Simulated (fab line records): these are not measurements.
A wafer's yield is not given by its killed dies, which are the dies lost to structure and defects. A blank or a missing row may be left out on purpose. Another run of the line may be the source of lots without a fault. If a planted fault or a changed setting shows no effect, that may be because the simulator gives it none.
A struck lot beside a sound one | flow sky130 | 15 out of 708 route steps
Sound: the wafers L419.1, L419.4, L419.5. Struck: wafers L424.2, L424.4, L424.6. At the end, the cause is stated.
For every step that has rows: the tool of each side, followed by ch and its chambers, followed by its first start. Under that, the readings that differ: sound wafers | struck wafers | difference of the means | sigmas: that difference in standard deviations of wafers without a fault.
alike: same words and numbers on both sides, and readings whose means sit less than 2 such deviations apart. not compared: any withheld reading, any reading some wafer has no value for, any bound like >300 that may hide the same value, and any number with overlapping values for which the record gives no deviation.
A row with sigmas, a row that says differs or no value, or rows on one side alone: a step with any of these is where the two part. Numbers that don't overlap but have no deviation are shown without sigmas and don't part them. A reading that every wafer of one side lacks parts them only if that side has two wafers or more.

first, 5 steps without rows for these wafers: SKY_LDD_HVN_COAT_02 (resist thk 300 nm); SKY_LDD_HVN_SOFTBAKE_03 (time 60 s); SKY_LDD_HVN_EXPOSE_04 (exposes mask HVNTM, target cd 700 nm); SKY_LDD_HVN_PEB_05; SKY_LDD_HVN_DEVELOP_06 (develop time 60 s).
SKY_LDD_HVN_OVL_MEAS_07:
  sound on overlay-01, day 23 00:58; struck on overlay-01, day 24 15:05
  alike: LDD_HVN_OVL
following that, these wafers have no rows for 1 step: SKY_LDD_HVN_IMPLANT_08.
SKY_LDD_HVN_STRIP_09: strips in O2/N2.
  sound on plasma asher-02 ch 0,1, day 23 01:08; struck on plasma asher-04 ch 0,1, day 24 15:16
  alike: drypump motor current A, oes product au, strip time to endpoint s
  not compared: rf hours counter h
SKY_LDD_HVN_TW_MEAS_10:
  sound on film metro-03, day 23 01:14; struck on film metro-01, day 24 15:22
  reading    | sound          | struck         | difference | sigmas
  LDD_HVN_TW | 1406 1406 1406 | 1424 1430 1427 | +21        | +3
then, 3 steps without rows for these wafers: SKY_LDD_HVP_DEHYDRATE_00 (time 60 s); SKY_LDD_HVP_HMDS_01 (prime time 60 s); SKY_LDD_HVP_COAT_02 (resist thk 300 nm).
SKY_LDD_HVP_SOFTBAKE_03: time 60 s.
  sound on litho track-03 ch 0, day 23 15:40; struck on litho track-03 ch 0, day 25 07:02
  reading                  | sound             | struck            | difference | sigmas
  heater power total W (W) | 56.58 56.60 56.60 | 57.35 57.31 57.37 | +0.75      | +15
  plate temp C (C)         | 89.94 89.88 89.87 | 90.81 90.78 90.74 | +0.88      | +7
then, 1 step without rows for these wafers: SKY_LDD_HVP_EXPOSE_04 (exposes mask HVPTM, target cd 700 nm).
-- a jump in the record: the struck wafers' starts before and after are 23 days apart (it breaks off in module LDD_HVP and resumes in module PAD_OPEN, where the first step shown is number 708 of the route) --
SKY_PAD_OPEN_PROBE_99:
  sound on prober-02, day 47 14:29; struck on prober-01, day 48 18:19
  alike: killed_at_M0_to_M3, killed_at_M4_up, killed at contacts, killed at front end, killed at other, killed dies, killed open, killed short

## WHERE THEY PART
First at SKY_LDD_HVN_TW_MEAS_10; last, within this record, at SKY_LDD_HVP_SOFTBAKE_03. Later steps at which nothing parts them and some readings are alike: SKY_PAD_OPEN_PROBE_99.

WHY: whatever the simulator had introduced
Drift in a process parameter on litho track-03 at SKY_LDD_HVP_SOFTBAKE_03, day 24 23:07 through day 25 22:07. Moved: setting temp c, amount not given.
